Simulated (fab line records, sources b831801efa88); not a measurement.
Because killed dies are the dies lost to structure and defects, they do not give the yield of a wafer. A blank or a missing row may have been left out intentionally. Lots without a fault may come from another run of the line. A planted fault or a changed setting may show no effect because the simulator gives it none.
Matching of chambers ; flow sky130 ; 4 sister chambers for SKY_FIELD_ISO_CMP_27 on cmp-01
The step polishes, stops on Si3N4, t overpolish 16 s, target thk 457.8 nm. 4 wafers are shown with their chamber, then 7 later ones without.

== EACH WAFER AND ITS CHAMBER ==
wafer;chamber;motorCurrentA (A)
L362.4;0;13.7
L366.5;2;12.6
L368.1;3;10.8
L368.2;1;14.7

== WAFERS WITHOUT THEIR CHAMBER ==
wafer;motorCurrentA (A)
L368.4;13.3
L375.2;13.8
L375.3;12.7
L375.4;14.4
L376.1;15.6
L376.3;12.7
L376.4;13.4

== THE CHAMBER EACH PASSED THROUGH ==
wafer;from the rows above;in truth
L368.4;can't be placed: 0 or 2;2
L375.2;can't be placed: 0 or 1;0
L375.3;2;2
L375.4;can't be placed: 1 or 0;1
L376.1;1;1
L376.3;2;2
L376.4;can't be placed: 0 or 2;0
Placed correctly: 3 of 7. Can't be placed from these rows: 4 (the true chamber is among the candidates in 4). Wrongly placed: 0.
How it was worked out, from the rows above alone: a wafer's distance from a chamber is the root of the sum, over the readings, of the square of ((its reading less the chamber's mean) divided by the reading's scatter). The wafer belongs to the nearest chamber; if the next one is less than 2 further off, it can't be placed. Each chamber's mean is taken over the wafers shown for it. The scatter: root of mean squared gap, hidden wafer to nearest shown wafer, with one shown wafer a chamber.
